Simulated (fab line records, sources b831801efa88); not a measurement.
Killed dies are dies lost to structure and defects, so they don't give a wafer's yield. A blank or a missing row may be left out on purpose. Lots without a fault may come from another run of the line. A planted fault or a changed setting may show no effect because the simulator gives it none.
Which tool did it? | flow sky130 | 12 lots, 36 wafers sampled, at 5 steps of a route of 708

WHAT THE GAUGES READ, wafer by wafer
SKY_FIELD_ISO_THK_MEAS_04. Usual: FIELD_ISO_CVD_03_THK 165.0 nm, standard deviation 1.7.
lot  | measured    | on            | FIELD_ISO_CVD_03_THK (nm) | flag
L534 | day 1 14:10 | film_metro-04 | 168.6 167.9 168.2         |
L535 | day 1 18:29 | film_metro-02 | 164.4 165.4 165.3         |
L538 | day 2 09:59 | film_metro-03 | 166.5 166.3 166.9         |
L540 | day 2 19:29 | film_metro-04 | 166.4 165.0 166.6         |
L542 | day 3 07:35 | film_metro-02 | 162.7 162.5 163.4         |
L550 | day 5 00:26 | film_metro-02 | 163.3 161.3 161.3         |
L551 | day 5 02:41 | film_metro-04 | 163.4 164.1 164.5         |
L552 | day 5 08:12 | film_metro-04 | 164.4 162.8 162.9         |
L553 | day 5 12:29 | film_metro-02 | 163.7 163.5 162.8         |
L555 | day 6 03:40 | film_metro-04 | 162.9 163.8 163.9         |
L556 | day 6 03:40 | film_metro-02 | 163.0 163.4 163.4         |
L557 | day 6 16:16 | film_metro-04 | 168.0 166.3 166.2         |

SKY_FIELD_ISO_CD_MEAS_13: target cd 150 nm. Usual: cd_nm 150.1 nm, standard deviation 1.6.
lot  | measured    | on        | cd_nm (nm)                          | flag
L534 | day 2 04:50 | cd_sem-02 | 146.1 147.1 145.6                   |
L535 | day 2 09:43 | cd_sem-01 | 150.8 150.3 149.6                   |
L538 | day 3 01:18 | cd_sem-02 | 151.3 150.0 150.7                   |
L540 | day 3 11:09 | cd_sem-01 | 147.2 146.9 148.0                   |
L542 | day 4 00:38 | cd_sem-02 | 142.6 142.6 140.5 142.7 142.7 140.5 | OFF
L550 | day 5 18:40 | cd_sem-02 | 148.9 150.1 150.4                   |
L551 | day 5 20:15 | cd_sem-01 | 149.8 150.4 151.0                   |
L552 | day 6 01:53 | cd_sem-02 | 150.1 151.7 150.5                   |
L553 | day 6 06:22 | cd_sem-02 | 151.7 152.7 152.5                   |
L555 | day 6 22:52 | cd_sem-01 | 150.0 147.8 149.7                   |
L556 | day 6 23:13 | cd_sem-02 | 151.4 150.0 151.3                   |
L557 | day 7 09:58 | cd_sem-02 | 152.5 152.7 153.1                   |

SKY_NWELL_THK_MEAS_02. Usual: NWELL_OXIDATION_THK 10.11 nm, standard deviation 0.17.
lot  | measured    | on            | NWELL_OXIDATION_THK (nm) | flag
L534 | day 2 11:44 | film_metro-01 | 9.86 9.96 10.04          |
L535 | day 2 16:05 | film_metro-01 | 10.30 10.43 10.46        |
L538 | day 3 10:07 | film_metro-04 | 10.24 9.94 10.35         |
L540 | day 3 16:59 | film_metro-04 | 10.02 9.92 10.07         |
L542 | day 4 13:26 | film_metro-03 | 9.99 9.99 9.96           |
L550 | day 6 12:37 | film_metro-01 | 9.86 9.82 9.87           |
L551 | day 6 12:36 | film_metro-03 | 10.07 10.25 10.04        |
L552 | day 6 12:41 | film_metro-04 | 10.16 10.25 10.13        |
L553 | day 6 16:25 | film_metro-04 | 9.94 9.98 9.81           |
L555 | day 7 05:03 | film_metro-04 | 10.00 9.98 10.04         |
L556 | day 7 05:13 | film_metro-03 | 10.12 9.98 9.92          |
L557 | day 7 17:32 | film_metro-03 | 9.99 9.92 10.13          |

WHICH TOOL RAN EACH LOT (tool, then ch and the chambers of the sampled wafers, then the start)
lot  | SKY_FIELD_ISO_EXPOSE_10          | SKY_FIELD_ISO_ETCH_15
L534 | krf_scanner-01 ch 0, day 1 21:29 | rie_diel-04 ch 0,2,3, day 2 04:58
L535 | krf_scanner-02 ch 0, day 2 02:32 | rie_diel-04 ch 0,1,3, day 2 09:53
L538 | krf_scanner-01 ch 0, day 2 17:55 | rie_diel-04 ch 1,2,3, day 3 01:28
L540 | krf_scanner-01 ch 0, day 3 03:43 | rie_diel-04 ch 0,1,3, day 3 11:19
L542 | krf_scanner-01 ch 0, day 3 16:31 | rie_diel-04 ch 0,2, day 4 04:52
L550 | krf_scanner-02 ch 0, day 5 10:17 | rie_diel-04 ch 0,1,2, day 5 18:49
L551 | krf_scanner-01 ch 0, day 5 11:44 | rie_diel-03 ch 1,2,3, day 5 20:25
L552 | krf_scanner-02 ch 0, day 5 17:17 | rie_diel-03 ch 0,1, day 6 02:01
L553 | krf_scanner-02 ch 0, day 5 21:37 | rie_diel-02 ch 0,2,3, day 6 06:31
L555 | krf_scanner-01 ch 0, day 6 13:14 | rie_diel-03 ch 1,2,3, day 6 23:02
L556 | krf_scanner-02 ch 0, day 6 13:29 | rie_diel-04 ch 0,2, day 6 23:23
L557 | krf_scanner-01 ch 0, day 7 02:10 | rie_diel-04 ch 0,1,3, day 7 10:08
- SKY_FIELD_ISO_EXPOSE_10: exposes mask FOM, target cd 150 nm.
- SKY_FIELD_ISO_ETCH_15: etches the open film in CHF3/O2, stops on Si, target depth 180 nm, time 72 s.

WHAT THE TOOLS THEMSELVES READ (means of the sampled wafers that have a number; where no wafer has one, the mark that the record gives instead)
SKY_FIELD_ISO_EXPOSE_10. Usual: reticle_temp_C 23.02 C, standard deviation 0.1.
lot  | tool           | reticle_temp_C (C) | flag
L534 | krf_scanner-01 | 23.08              |
L535 | krf_scanner-02 | 23.01              |
L538 | krf_scanner-01 | 23.08              |
L540 | krf_scanner-01 | 22.99              |
L542 | krf_scanner-01 | 23.03              |
L550 | krf_scanner-02 | 22.92              |
L551 | krf_scanner-01 | 23.14              |
L552 | krf_scanner-02 | 22.89              |
L553 | krf_scanner-02 | 22.97              |
L555 | krf_scanner-01 | 23.03              |
L556 | krf_scanner-02 | 23.01              |
L557 | krf_scanner-01 | 23.03              |

SKY_FIELD_ISO_ETCH_15. Usual: drypump_motor_current_A 5.7 A, standard deviation 0.38; oes_product_au 0.946 a.u., standard deviation 0.0074; throttle_valve_pct 8.845 %, standard deviation 0.0092.
lot  | tool        | drypump_motor_current_A (A) | oes_product_au (a.u.) | throttle_valve_pct (%) | flag
L534 | rie_diel-04 | 5.8                         | 0.959                 | 8.839                  |
L535 | rie_diel-04 | 5.9                         | 0.944                 | 8.849                  |
L538 | rie_diel-04 | 6.0                         | 0.951                 | 8.846                  |
L540 | rie_diel-04 | 5.8                         | 0.949                 | 8.850                  |
L542 | rie_diel-04 | 5.7                         | 0.941                 | 8.841                  |
L550 | rie_diel-04 | 5.9                         | 0.934                 | 8.853                  |
L551 | rie_diel-03 | 5.3                         | 0.941                 | 8.840                  |
L552 | rie_diel-03 | 5.9                         | 0.937                 | 8.846                  |
L553 | rie_diel-02 | 5.4                         | 0.940                 | 8.834                  |
L555 | rie_diel-03 | 5.3                         | 0.940                 | 8.837                  |
L556 | rie_diel-04 | 5.7                         | 0.938                 | 8.844                  |
L557 | rie_diel-04 | 5.8                         | 0.952                 | 8.845                  |

THE ANSWER, worked out from the rows above alone
Rule: a lot is off if the mean of its wafers that have a number lies more than 3 standard deviations from the usual mean. A lot without any number at a reading at which 4 lots or more have one is off too. The other lots that the step has rows for count as sound. The gauges are gone through in route order, then the tools' own readings, and for those a lot's mean is taken as printed above. The first step at which some lot is off is used, and at that step the reading that is off furthest; a lot without a number counts as furthest.
Off: L542, at SKY_FIELD_ISO_CD_MEAS_13 (cd_nm).
A tool fits if, at a process step before that reading, it ran every lot that is off, and no sound lot after the first of them. The gauges at SKY_FIELD_ISO_CD_MEAS_13 are tried like those tools. None of those tried fits.

WHAT THE SIMULATOR HAD PUT IN
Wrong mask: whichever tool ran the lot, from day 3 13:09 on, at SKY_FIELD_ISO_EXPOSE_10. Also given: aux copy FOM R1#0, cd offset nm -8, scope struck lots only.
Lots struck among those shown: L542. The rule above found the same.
